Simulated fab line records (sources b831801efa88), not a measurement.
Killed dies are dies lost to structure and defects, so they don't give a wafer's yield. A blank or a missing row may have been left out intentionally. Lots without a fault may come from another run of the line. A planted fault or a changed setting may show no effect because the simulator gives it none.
Check of tool commonality || flow gf180mcu || 13 lots and 39 wafers in the sample

== REASON IT WAS OPENED ==
Flagged at GF_POLY_GATE_CD_MEAS_10: reading cd_nm, on 1 of 13 lots. No-fault wafers: 279.9 nm, standard deviation 1.
Rule: a lot gets a flag if all its wafers with a number sit over 4 standard deviations from that mean, or if no wafer of it has a number. The rest of the lots are taken to be sound.

{"lot": "L896", "measured": "day 9 01:50", "on": "cd_sem-01", "cd_nm (nm), wafer by wafer": "280.7 280.0 278.5", "flag": ""}
{"lot": "L897", "measured": "day 9 11:27", "on": "cd_sem-01", "cd_nm (nm), wafer by wafer": "280.5 280.7 279.3", "flag": ""}
{"lot": "L898", "measured": "day 9 18:41", "on": "cd_sem-01", "cd_nm (nm), wafer by wafer": "280.5 281.8 281.5", "flag": ""}
{"lot": "L899", "measured": "day 9 23:33", "on": "cd_sem-01", "cd_nm (nm), wafer by wafer": "278.2 279.3 278.6", "flag": ""}
{"lot": "L901", "measured": "day 10 16:30", "on": "cd_sem-02", "cd_nm (nm), wafer by wafer": "279.1 279.1 280.0", "flag": ""}
{"lot": "L902", "measured": "day 11 00:01", "on": "cd_sem-02", "cd_nm (nm), wafer by wafer": "279.0 279.0 279.2", "flag": ""}
{"lot": "L905", "measured": "day 11 19:52", "on": "cd_sem-02", "cd_nm (nm), wafer by wafer": "277.2 278.6 278.6", "flag": ""}
{"lot": "L906", "measured": "day 12 01:46", "on": "cd_sem-02", "cd_nm (nm), wafer by wafer": "322.5 323.2 323.8", "flag": "FLAGGED"}
{"lot": "L908", "measured": "day 12 21:29", "on": "cd_sem-01", "cd_nm (nm), wafer by wafer": "280.1 279.2 279.8", "flag": ""}
{"lot": "L913", "measured": "day 14 08:27", "on": "cd_sem-02", "cd_nm (nm), wafer by wafer": "280.1 279.9 281.2", "flag": ""}
{"lot": "L915", "measured": "day 14 18:38", "on": "cd_sem-02", "cd_nm (nm), wafer by wafer": "280.5 281.2 279.8", "flag": ""}
{"lot": "L917", "measured": "day 15 11:58", "on": "cd_sem-02", "cd_nm (nm), wafer by wafer": "279.7 280.0 280.8", "flag": ""}
{"lot": "L918", "measured": "day 15 16:55", "on": "cd_sem-01", "cd_nm (nm), wafer by wafer": "279.9 280.6 281.0", "flag": ""}
Average over the flagged lots: 323.2 nm; offset from the usual +43.3 nm, equal to +43 standard deviations.

== WHICH TOOL EACH LOT WENT THROUGH ==
Before the reading, the record contains 2 process steps out of a 602-step route. Every cell lists first the tool, next ch and the chambers used by the sampled wafers, and last the start.
{"lot": "L896", "flag": "", "GF_VT_IMPLANT_RTA_45": "rtp_anneal-02 ch 0, day 7 12:23", "GF_POLY_GATE_EXPOSE_07": "krf_scanner-01 ch 0, day 8 17:56"}
{"lot": "L897", "flag": "", "GF_VT_IMPLANT_RTA_45": "rtp_anneal-02 ch 0, day 7 19:20", "GF_POLY_GATE_EXPOSE_07": "krf_scanner-02 ch 0, day 9 02:35"}
{"lot": "L898", "flag": "", "GF_VT_IMPLANT_RTA_45": "rtp_anneal-01 ch 0, day 8 01:43", "GF_POLY_GATE_EXPOSE_07": "krf_scanner-01 ch 0, day 9 10:14"}
{"lot": "L899", "flag": "", "GF_VT_IMPLANT_RTA_45": "rtp_anneal-02 ch 0, day 8 08:21", "GF_POLY_GATE_EXPOSE_07": "krf_scanner-02 ch 0, day 9 15:01"}
{"lot": "L901", "flag": "", "GF_VT_IMPLANT_RTA_45": "rtp_anneal-01 ch 0, day 8 22:19", "GF_POLY_GATE_EXPOSE_07": "krf_scanner-02 ch 0, day 10 08:04"}
{"lot": "L902", "flag": "", "GF_VT_IMPLANT_RTA_45": "rtp_anneal-01 ch 0, day 9 06:55", "GF_POLY_GATE_EXPOSE_07": "krf_scanner-01 ch 0, day 10 15:19"}
{"lot": "L905", "flag": "", "GF_VT_IMPLANT_RTA_45": "rtp_anneal-02 ch 0, day 10 01:37", "GF_POLY_GATE_EXPOSE_07": "krf_scanner-02 ch 0, day 11 10:19"}
{"lot": "L906", "flag": "FLAGGED", "GF_VT_IMPLANT_RTA_45": "rtp_anneal-01 ch 0, day 10 07:08", "GF_POLY_GATE_EXPOSE_07": "krf_scanner-02 ch 0, day 11 16:11"}
{"lot": "L908", "flag": "", "GF_VT_IMPLANT_RTA_45": "rtp_anneal-02 ch 0, day 10 22:37", "GF_POLY_GATE_EXPOSE_07": "krf_scanner-02 ch 0, day 12 11:16"}
{"lot": "L913", "flag": "", "GF_VT_IMPLANT_RTA_45": "rtp_anneal-01 ch 0, day 12 07:31", "GF_POLY_GATE_EXPOSE_07": "krf_scanner-02 ch 0, day 13 21:52"}
{"lot": "L915", "flag": "", "GF_VT_IMPLANT_RTA_45": "rtp_anneal-01 ch 0, day 12 19:58", "GF_POLY_GATE_EXPOSE_07": "krf_scanner-01 ch 0, day 14 08:12"}
{"lot": "L917", "flag": "", "GF_VT_IMPLANT_RTA_45": "rtp_anneal-02 ch 0, day 13 09:29", "GF_POLY_GATE_EXPOSE_07": "krf_scanner-02 ch 0, day 15 01:11"}
{"lot": "L918", "flag": "", "GF_VT_IMPLANT_RTA_45": "rtp_anneal-02 ch 0, day 13 17:05", "GF_POLY_GATE_EXPOSE_07": "krf_scanner-02 ch 0, day 15 06:11"}
What is done by these steps:
- GF_VT_IMPLANT_RTA_45: time 30 s.
- GF_POLY_GATE_EXPOSE_07: exposes mask Poly2, target cd 280 nm.
- GF_POLY_GATE_CD_MEAS_10: target cd 280 nm.

== FLAGGED OVER TOTAL, TOOL BY TOOL (the gauges that took the reading come last) ==
{"step": "GF_VT_IMPLANT_RTA_45", "tool": "rtp_anneal-01", "lots run": 6, "flagged": 1, "share of the flagged lots": "all", "sound lots run after its first flagged lot": "2 (L913,L915)"}
{"step": "GF_VT_IMPLANT_RTA_45", "tool": "rtp_anneal-02", "lots run": 7, "flagged": 0, "share of the flagged lots": "none", "sound lots run after its first flagged lot": "-"}
{"step": "GF_POLY_GATE_EXPOSE_07", "tool": "krf_scanner-01", "lots run": 4, "flagged": 0, "share of the flagged lots": "none", "sound lots run after its first flagged lot": "-"}
{"step": "GF_POLY_GATE_EXPOSE_07", "tool": "krf_scanner-02", "lots run": 9, "flagged": 1, "share of the flagged lots": "all", "sound lots run after its first flagged lot": "4 (L908,L913,L917,L918)"}
{"step": "GF_POLY_GATE_CD_MEAS_10", "tool": "cd_sem-01", "lots run": 6, "flagged": 0, "share of the flagged lots": "none", "sound lots run after its first flagged lot": "-"}
{"step": "GF_POLY_GATE_CD_MEAS_10", "tool": "cd_sem-02", "lots run": 7, "flagged": 1, "share of the flagged lots": "all", "sound lots run after its first flagged lot": "3 (L913,L915,L917)"}

== WHAT IS ALLOWED BY THE TABLE ==
In the table, 3 rows ran each flagged lot (rtp_anneal-01 at GF_VT_IMPLANT_RTA_45; krf_scanner-02 at GF_POLY_GATE_EXPOSE_07; cd_sem-02 at GF_POLY_GATE_CD_MEAS_10).
- rtp_anneal-01 at GF_VT_IMPLANT_RTA_45 ran 6 lots, 1 of them flagged. After the first flagged lot (L913, L915), sound lots still ran on it; a lasting fault on the whole tool would not permit that.
- krf_scanner-02 at GF_POLY_GATE_EXPOSE_07 ran 9 lots, 1 of them flagged. After the first flagged lot (L908, L913, L917, L918), sound lots still ran on it; a lasting fault on the whole tool would not permit that.
- cd_sem-02 at GF_POLY_GATE_CD_MEAS_10 ran 7 lots, 1 of them flagged. After the first flagged lot (L913, L915, L917), sound lots still ran on it; a lasting fault on the whole tool would not permit that.
Not one row of the table ran every flagged lot while running no sound lot after the first.

== WHAT THE SIMULATOR HAD INSERTED ==
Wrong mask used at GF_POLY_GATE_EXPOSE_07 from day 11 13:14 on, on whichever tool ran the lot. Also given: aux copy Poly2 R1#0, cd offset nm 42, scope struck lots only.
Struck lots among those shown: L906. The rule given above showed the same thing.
